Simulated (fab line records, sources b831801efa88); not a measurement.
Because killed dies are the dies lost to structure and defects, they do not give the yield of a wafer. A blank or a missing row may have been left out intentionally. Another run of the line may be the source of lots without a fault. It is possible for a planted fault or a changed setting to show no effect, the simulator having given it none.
The tool behind it: which one? -- flow sky130 -- 33 wafers from 11 lots sampled at 4 of the route's 708 steps

== WHAT EACH GAUGE READ, for each wafer ==
SKY_VT_ADJUST_PCH_TW_MEAS_10.
lot,measured,on,VT_ADJUST_PCH_TW
L252,day 10 17:40,film_metro-01,142.1 141.9 141.7
L254,day 11 02:05,film_metro-04,143.9 144.3 143.6
L256,day 11 18:40,film_metro-04,144.1 144.1 143.7
L257,day 12 04:16,film_metro-04,143.5 143.6 144.0
L259,day 12 23:40,film_metro-04,142.4 143.4 143.1
L262,day 13 18:54,film_metro-03,143.6 142.8 143.1
L264,day 14 08:26,film_metro-03,142.7 143.5 143.1
L265,day 14 16:31,film_metro-03,143.5 143.1 143.4
L266,day 15 00:15,film_metro-04,142.9 142.8 142.8
L273,day 17 03:06,film_metro-04,142.9 143.5 143.6
L274,day 17 11:12,film_metro-03,143.2 144.6 143.4

SKY_RES_XHIGH_TW_MEAS_09.
lot,measured,on,RES_XHIGH_TW
L252,day 27 02:13,film_metro-01,1657 1650 1651
L254,day 27 11:11,film_metro-03,1648 1650 1654
L256,day 28 06:56,film_metro-01,1636 1642 1633
L257,day 28 16:34,film_metro-01,1632 1640 1644
L259,day 29 11:01,film_metro-03,1651 1655 1645
L262,day 30 14:53,film_metro-04,1664 1660 1669
L264,day 31 02:54,film_metro-04,1704 1689 1692 1699 1695 1694
L265,day 31 12:01,film_metro-01,1679 1674 1669
L266,day 31 18:40,film_metro-04,1693 1695 1707 1697 1700 1702
L273,day 33 18:22,film_metro-01,1661 1649 1653
L274,day 34 00:49,film_metro-04,1631 1646 1647

SKY_SD_N_RS_MEAS_18: a four-point-probe measurement.
lot,measured,on,RES_XHIGH_RS (ohm/sq)
L252,day 28 06:56,film_metro-03,330.9 332.4 332.4
L254,day 28 16:14,film_metro-03,331.3 332.4 331.9
L256,day 29 11:28,film_metro-04,334.0 335.4 333.9
L257,day 29 21:01,film_metro-03,333.8 333.1 333.6
L259,day 30 16:46,film_metro-01,334.1 334.5 334.0
L262,day 31 19:56,film_metro-03,333.3 334.1 333.4
L264,day 32 06:42,film_metro-03,310.3 310.1 310.4 310.3 310.3 310.1
L265,day 32 16:17,film_metro-04,312.0 310.9 312.0 311.2 311.0 311.9
L266,day 32 22:03,film_metro-03,310.7 309.0 308.9 310.7 309.4 309.9
L273,day 34 21:44,film_metro-03,331.8 330.7 332.3
L274,day 35 04:18,film_metro-01,336.4 335.8 335.6

== WHICH TOOL RAN EACH LOT (tool, then ch and the chambers of the sampled wafers, then the start) ==
lot,SKY_RES_XHIGH_IMPLANT_07
L252,"implanter-03 ch 0, day 27 01:58"
L254,"implanter-02 ch 0, day 27 10:58"
L256,"implanter-02 ch 0, day 28 06:43"
L257,"implanter-02 ch 0, day 28 16:19"
L259,"implanter-02 ch 0, day 29 10:46"
L262,"implanter-02 ch 0, day 30 14:39"
L264,"implanter-02 ch 0, day 31 02:39"
L265,"implanter-02 ch 0, day 31 11:46"
L266,"implanter-02 ch 0, day 31 18:26"
L273,"implanter-03 ch 0, day 33 18:08"
L274,"implanter-01 ch 0, day 34 00:34"
- SKY_RES_XHIGH_IMPLANT_07

== AS READ BY THE TOOLS THEMSELVES (means over the sampled wafers that have a number; for cases with no such wafer, the mark the record gives instead) ==
SKY_RES_XHIGH_IMPLANT_07.
lot,tool,dose_ions_cm2,end_station_pressure_torr (Torr)
L252,implanter-03,3.6e+14,5.31e-06
L254,implanter-02,3.6e+14,5.00e-06
L256,implanter-02,3.6e+14,5.17e-06
L257,implanter-02,3.6e+14,5.41e-06
L259,implanter-02,3.6e+14,5.35e-06
L262,implanter-02,3.6e+14,5.09e-06
L264,implanter-02,3.9e+14,5.11e-06
L265,implanter-02,3.9e+14,5.30e-06
L266,implanter-02,3.9e+14,5.10e-06
L273,implanter-03,3.6e+14,5.34e-06
L274,implanter-01,3.6e+14,5.27e-06

== THE ANSWER, worked out from the rows above alone ==
Rule: the lots themselves supply what counts as usual. The widest of any qualifying gaps counts: lots, ordered by their means at a reading, are off when they make up no more than a third of the lots, leave a main group of 4 or more, and stand apart from it by 3 or more times the standard deviation of that group's means. A main group whose means are all the same, to the digits that the tables above print for the reading, isn't used. A lot without any number at a reading at which 4 lots or more have one is off too. Where the step has rows for the other lots, those lots are counted as sound. The gauges are gone through in route order, then the tools' own readings, and for those a lot's mean is taken as printed above. The first step at which some lot is off is used, and at that step the reading that is off furthest; a lot without a number counts as furthest.
Off: L264, L265, L266, at SKY_SD_N_RS_MEAS_18 (RES_XHIGH_RS). For the main group the mean is 333.4 ohm/sq and the standard deviation 1.4.
If a tool, at a process step before that reading, ran all the lots that are off and no sound lot after the first of them, it fits. Gauges at SKY_SD_N_RS_MEAS_18: tried the same way as those tools. One fits: SKY_RES_XHIGH_IMPLANT_07 on implanter-02. Its last sound lot is L262 (day 30 14:39), its first lot that is off L264 (day 31 02:39): a fault that began between those two fits.
On the lots that are off, the tool's own readings at SKY_RES_XHIGH_IMPLANT_07 differ by more than 5 times the standard deviation of the sound lots' means, which bears it out; dose_ions_cm2 reads 3.9e+14 there versus 3.6e+14 on the sound lots.

== WHAT WAS PUT IN BY THE SIMULATOR ==
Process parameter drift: implanter-02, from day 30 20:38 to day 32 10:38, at SKY_RES_XHIGH_IMPLANT_07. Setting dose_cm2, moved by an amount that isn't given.
Struck lots among those shown: L264, L265, L266. The rule above found the same.
